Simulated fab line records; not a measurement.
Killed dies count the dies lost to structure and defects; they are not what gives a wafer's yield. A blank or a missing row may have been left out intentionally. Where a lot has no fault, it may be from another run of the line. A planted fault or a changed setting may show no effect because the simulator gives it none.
Comparing a struck lot with a sound one + flow gf180mcu + 19 out of 602 route steps
Sound: the wafers L805.2, L805.4, L805.6. The struck wafers were L811.1, L811.2, L811.6. The cause is named last.
At each step with rows: each side's tool, then ch and its chambers, then its first start. Under that, the readings that differ: sound wafers + struck wafers + difference of the means + sigmas: that difference in standard deviations of wafers without a fault.
alike: readings with means less than 2 such deviations apart, plus words and numbers identical on both sides. not compared: withheld readings, readings lacking a value on some wafer, bounds such as >300 that could conceal the same value, and numbers that have no deviation in the record and whose values overlap.
A row with sigmas, a row that says differs or no value, or rows on one side alone: a step with any of these is where the two part. When numbers do not overlap yet have no deviation, they are printed without sigmas and do not part them. A reading that every wafer of one side lacks parts them only if that side has two wafers or more.

first, 1 step without rows for these wafers: GF_NSD_IMPLANT_10.
GF_NSD_STRIP_11: strips in O2/N2.
  sound on plasma-asher-03 ch 1, day 14 04:09; struck on plasma-asher-01 ch 0,1, day 15 21:54
  alike: drypump-motor-current-A, heater-power-w, oes-product-au, strip-time-to-endpoint-s
  not compared: rf-hours-counter-h
GF_NSD_TW_MEAS_12:
  sound: film-metro-03 at day 14 04:16; struck: film-metro-01 at day 15 22:00
  alike: NSD_TW
then, 7 steps without rows for these wafers: GF_PSD_DEHYDRATE_00 (time 60 s); GF_PSD_HMDS_01 (prime time 60 s); GF_PSD_COAT_02 (resist thk 1000 nm); GF_PSD_SOFTBAKE_03 (time 60 s); GF_PSD_EXPOSE_04 (exposes mask Pplus, target cd 400 nm); GF_PSD_PEB_05; GF_PSD_DEVELOP_06 (develop time 60 s).
GF_PSD_CD_MEAS_07: target cd 400 nm.
  sound: cd-sem-01 at day 15 02:46; struck: cd-sem-01 at day 16 19:58
  alike: cd-nm
GF_PSD_OVL_MEAS_08:
  sound: overlay-01 at day 15 02:52; struck: overlay-01 at day 16 20:05
| reading      | sound       | struck         | difference | sigmas |
|--------------|-------------|----------------|------------|--------|
| PSD_OVL (nm) | 4.9 1.2 3.0 | -1.8 -1.8 -0.9 | -4.5       | -3     |
GF_PSD_IMPLANT_09:
  struck on implanter-02, day 16 20:07; sound on implanter-02 ch 0, day 15 02:56
  no value came back on the struck wafers for beam-energy-keV, beam-on-s (s); on the sound wafers beam-energy-keV reads 39.983 40.012 40.002
GF_PSD_STRIP_10: strips in O2/N2.
  sound on plasma-asher-03 ch 0,1, day 15 03:03; struck on plasma-asher-03 ch 0,1, day 16 20:16
| reading                      | sound             | struck            | difference | sigmas |
|------------------------------|-------------------|-------------------|------------|--------|
| oes-product-au (a.u.)        | 0.593 0.599 0.588 | 0.713 0.708 0.714 | +0.118     | +24    |
| strip-time-to-endpoint-s (s) | 16.61 16.60 16.58 | 12.64 12.64 12.67 | -3.95      | -88    |
  alike: drypump-motor-current-A, heater-power-w
  not compared: rf-hours-counter-h
GF_PSD_TW_MEAS_11:
  sound: film-metro-04 at day 15 03:10; struck: film-metro-01 at day 16 20:22
| reading | sound          | struck   | difference | sigmas      |
|---------|----------------|----------|------------|-------------|
| PSD_TW  | 3159 3168 3171 | 30 30 30 | -3136      | -99 or more |
then, 1 step without rows for these wafers: GF_PSD_CLEAN_12 (cleans in SC1/SC2, time 150 s).
GF_PSD_RTA_13: time 20 s.
  sound on rtp-anneal-02 ch 0, day 15 03:17; struck on rtp-anneal-02 ch 0, day 16 20:29
  alike: lamp-power-pct, wafer_temp_C_max
GF_PSD_RS_MEAS_14: the measuring method here is four-point-probe.
  sound: film-metro-03 at day 15 03:22; struck: film-metro-01 at day 16 20:34
  alike: NSD_RS
GF_PSD_RS_MEAS_15: the measuring method here is four-point-probe.
  sound: film-metro-03 at day 15 03:29; struck: film-metro-01 at day 16 20:41
| reading         | sound             | struck            | difference | sigmas |
|-----------------|-------------------|-------------------|------------|--------|
| PSD_RS (ohm/sq) | 108.7 108.6 108.9 | 132.9 133.3 133.0 | +24.3      | +78    |

== WHERE THEY PART ==
First at GF_PSD_OVL_MEAS_08; last, within this record, at GF_PSD_RS_MEAS_15.

WHY: what had been put in by the simulator
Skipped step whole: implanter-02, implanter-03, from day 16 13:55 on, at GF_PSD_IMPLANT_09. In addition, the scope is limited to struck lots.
